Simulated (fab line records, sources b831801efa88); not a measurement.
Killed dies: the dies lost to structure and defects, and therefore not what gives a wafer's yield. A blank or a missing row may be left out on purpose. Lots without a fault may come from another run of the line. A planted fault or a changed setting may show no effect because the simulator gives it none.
Comparing a struck lot with a sound one | flow sky130 | 15 steps out of a route of 708
Sound: wafers L544.2, L544.4, L544.6. Struck: wafers L552.3, L552.4 (left out: L552.5, a lot-mate that was not struck); the cause follows at the end.
For every step that has rows: the tool of each side, followed by ch and its chambers, followed by its first start. Under that, the readings that differ: sound wafers | struck wafers | difference of the means | sigmas: that difference in standard deviations of wafers without a fault.
alike: words and numbers the same on both sides, and readings whose means are apart by under 2 such deviations; not compared: readings that were withheld, readings missing a value for some wafer, numbers with overlapping values and no deviation given by the record, and bounds like >300 which may hide the same value.
Wherever a step has rows on one side only, a row that says differs or no value, or a row with sigmas, the two part there. Non-overlapping numbers with no deviation appear without sigmas and do not part them. Lack of a reading on every wafer of one side parts them only where that side has two or more wafers.

SKY_SD_N_OVL_MEAS_08:
  sound on overlay-01 at day 28 11:41; struck on overlay-01 at day 31 06:57
  alike: SD_N_OVL
then, 2 steps without rows for these wafers: SKY_SD_N_IMPLANT_09; SKY_SD_N_IMPLANT_10.
SKY_SD_N_STRIP_11: strips in O2/N2.
  sound on plasma asher-04 ch 0, day 28 12:01; struck on plasma asher-04 ch 0,1, day 31 07:19
  alike: drypump motor current A, oes product au, strip time to endpoint s
  not compared: rf hours counter h
SKY_SD_N_TW_MEAS_12:
  sound on film metro-01 at day 28 12:08; struck on film metro-04 at day 31 07:23
  alike: SD_N_TW
then, 1 step without rows for these wafers: SKY_SD_N_CLEAN_13 (cleans in SC1/SC2, time 150 s).
SKY_SD_N_RTA_14: time 2 s.
  sound on rtp anneal-01 ch 0, day 28 12:14; struck on rtp anneal-02 ch 0, day 31 07:30
  alike: lamp power pct, wafer_temp_C_max
SKY_SD_N_RS_MEAS_16: a four-point-probe measurement.
  sound on film metro-02 at day 28 12:26; struck on film metro-01 at day 31 07:42
  alike: SD_N_RS
SKY_SD_N_RS_MEAS_17: a four-point-probe measurement.
  sound on film metro-02 at day 28 12:33; struck on film metro-01 at day 31 07:49
  alike: SD_P_RS
SKY_SD_N_RS_MEAS_18: a four-point-probe measurement.
  sound on film metro-02 at day 28 12:40; struck on film metro-01 at day 31 07:56
  alike: RES_XHIGH_RS
then, 1 step without rows for these wafers: SKY_SALICIDE_CLEAN_00 (cleans in HF-last, time 30 s).
SKY_LI_CONTACT_HDPCVD_00: deposits PSG, target thk 930 nm, time 155 s.
  sound on hdpcvd-01 ch 0,1,2, day 28 12:47; struck on hdpcvd-02 ch 2, day 31 08:02
  reading                                       | sound             | struck      | difference | sigmas
  run length s (s)                              | 182.4 181.8 184.1 | 228.7 228.1 | +45.6      | +56
  model.PSG_of_LI_CONTACT_HDPCVD_00.thk nm (nm) | 931.2 930.1 935.1 | 1205 1202   | +271       |
  alike: susceptor temp C
SKY_LI_CONTACT_THK_MEAS_01:
  sound on film metro-01 at day 28 12:54; struck on film metro-01 at day 31 08:10
  reading                    | sound       | struck    | difference | sigmas
  LI_CONTACT_HDPCVD_THK (nm) | 932 930 935 | 1205 1202 | +271       | +28
SKY_LI_CONTACT_CMP_02: polishes PSG.
  sound on cmp-02 ch 0,1,3, day 28 13:00; struck on cmp-02 ch 0,1, day 31 08:23
  reading                | sound          | struck    | difference | sigmas
  time to endpoint s (s) | 27.4 28.9 33.6 | 62.3 56.7 | +29.5      | +11
  alike: motor current A
SKY_LI_CONTACT_BOW_MEAS_03:
  sound on film metro-02 at day 28 13:16; struck on film metro-02 at day 31 08:41
  alike: LI_CONTACT_BOW

== WHERE THEY PART ==
Earliest at SKY_LI_CONTACT_HDPCVD_00; latest, in this record, at SKY_LI_CONTACT_CMP_02. Later steps at which nothing parts them and some readings are alike: SKY_LI_CONTACT_BOW_MEAS_03.

WHY: the cause the simulator had injected
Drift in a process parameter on hdpcvd-02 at SKY_LI_CONTACT_HDPCVD_00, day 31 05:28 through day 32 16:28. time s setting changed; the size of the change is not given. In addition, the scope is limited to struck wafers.
